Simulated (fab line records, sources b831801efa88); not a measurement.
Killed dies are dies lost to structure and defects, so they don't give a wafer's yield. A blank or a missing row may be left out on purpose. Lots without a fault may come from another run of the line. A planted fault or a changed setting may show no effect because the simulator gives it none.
Chamber matching | flow gf180mcu | GF_CONTACT_CMP_04 on cmp-02: 4 sister chambers
The step polishes SiO2. 4 wafers are shown with their chamber, then 7 later ones without.

WAFERS WITH THEIR CHAMBER
wafer  | chamber | motor_current_A (A)
L237.3 | 2       | 10.9
L237.4 | 0       | 11.9
L239.2 | 1       | 12.8
L239.3 | 3       | 10.9

WAFERS WITHOUT THEIR CHAMBER
wafer  | motor_current_A (A)
L239.6 | 11.4
L240.3 | 11.3
L240.4 | 12.8
L240.5 | 11.1
L241.2 | 11.7
L241.3 | 12.1
L241.4 | 11.4

WHICH CHAMBER EACH WENT THROUGH
wafer  | from the rows above          | in truth
L239.6 | can't be placed: 0 or 2 or 3 | 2
L240.3 | can't be placed: 2 or 3 or 0 | 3
L240.4 | 1                            | 1
L240.5 | can't be placed: 2 or 3 or 0 | 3
L241.2 | can't be placed: 0 or 2 or 3 | 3
L241.3 | can't be placed: 0 or 1      | 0
L241.4 | can't be placed: 0 or 2 or 3 | 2
Placed correctly: 1 of 7. Can't be placed from these rows: 6 (the true chamber is among the candidates in 6). Placed wrongly: 0.
How it was worked out, from the rows above alone: a wafer's distance from a chamber is the root of the sum, over the readings, of the square of ((its reading less the chamber's mean) divided by the reading's scatter). The wafer belongs to the nearest chamber; if the next one is less than 2 further off, it can't be placed. A chamber's mean is the mean of its shown wafers. The scatter: with one shown wafer a chamber, the root of the mean of the squares of how far each hidden wafer lies from its nearest shown one.
